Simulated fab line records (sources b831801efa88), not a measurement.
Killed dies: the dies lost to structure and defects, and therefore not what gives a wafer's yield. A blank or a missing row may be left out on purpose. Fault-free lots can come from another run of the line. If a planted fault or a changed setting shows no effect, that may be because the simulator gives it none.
The same fault as seen by 2 desks	flow sky130	what lay behind the numbers comes last; until then each desk has only its own

## DESK OF THE TOOL OWNER: implanter-03
For each lot that ran on this tool, the mean over its sampled wafers that have a number, from the tool's own readings at SKY_GATE_OXIDE_IMPLANT_11. If a lot's mean is further than 4 standard deviations from the usual mean, the lot is out of limits and carries the mark OUT (the distance appears in the brackets).
Columns: A = beam-energy-keV at SKY_GATE_OXIDE_IMPLANT_11, usual 10.000; B = dose-ions-cm2 at SKY_GATE_OXIDE_IMPLANT_11, usual 2.6007e+12; C = faraday-current-uA at SKY_GATE_OXIDE_IMPLANT_11, usual 14.65
lot	first seen here	A	B	C
L813	day 13 22:07	10.000	2.5991e+12	14.34
L815	day 15 14:38	10.001	2.6013e+12	14.67
L821	day 17 11:16	9.997	3.4781e+12 (+99 or more) OUT	19.66 (+19) OUT
L822	day 17 17:37	10.003	3.4745e+12 (+99 or more) OUT	19.31 (+17) OUT
Finding of this desk: L821, L822 out of limits; the first was L821 at day 17 11:16, on dose-ions-cm2 at SKY_GATE_OXIDE_IMPLANT_11. In limits: L813, L815.

## FROM THE METROLOGY DESK
Lot by lot, what the gauges showed, no matter which tool ran the lot: averages of those sampled wafers that carry a number. If a lot's mean is further than 4 standard deviations from the usual mean, the lot is out of limits and carries the mark OUT (the distance appears in the brackets).
Columns: A = GATE_OXIDE_OXIDATION_00_THK at SKY_GATE_OXIDE_THK_MEAS_02, usual 10.19 nm; B = GATE_OXIDE_OVL at SKY_GATE_OXIDE_OVL_MEAS_10, usual -1.2 nm; C = GATE_OXIDE_TW at SKY_GATE_OXIDE_TW_MEAS_14, usual 222.0; D = POLY_GATE_CVD_00_THK at SKY_POLY_GATE_THK_MEAS_01, usual 178.8 nm; E = POLY_GATE_TW at SKY_RES_PROTECT_TW_MEAS_08, usual 4012; F = POLY_GATE_CVD_03_THK at SKY_POLY_GATE_THK_MEAS_04, usual 75.5 nm; G = cd-nm at SKY_POLY_GATE_CD_MEAS_13, usual 150.0 nm
lot	first seen here	A	B	C	D	E	F	G
L813	day 12 19:53	9.88	-0.1	224.5	179.9	4038	76.0	149.0
L815	day 14 10:17	10.00	2.4	221.9	178.5	3983	74.6	151.0
L821	day 16 07:28	9.94	-1.8	244.5 (+11) OUT	178.6	3970	74.7	151.8
L822	day 16 13:01	10.13	-0.3	237.8 (+7.5) OUT	181.7	4064	74.6	148.1
L828	day 18 16:37	10.10	-2.9	221.3	175.5	3991	76.6	151.3
L831	day 19 19:09	10.52	-2.9	221.5	179.5	3981	76.3	148.1
This desk's finding: out of limits on L821, L822; first on L821, day 17 11:36 (GATE_OXIDE_TW at SKY_GATE_OXIDE_TW_MEAS_14). In limits: L813, L815, L828, L831.

## TAKEN TOGETHER
The tool owner's desk had the chance to raise an alarm at day 17 11:16 on L821, L822.
On L821, L822, the metrology desk was in a position to raise an alarm at day 17 11:36.
On implanter-03, each named lot ran SKY_GATE_OXIDE_IMPLANT_11.

## WHAT THE SIMULATOR PUT IN
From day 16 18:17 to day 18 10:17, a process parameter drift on implanter-03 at SKY_GATE_OXIDE_IMPLANT_11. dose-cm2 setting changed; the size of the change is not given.
Shown lots that were struck: L821, L822.
Hours from the fault's start to each desk's first reading out of limits: the tool owner's desk, 17; the metrology desk, 17.
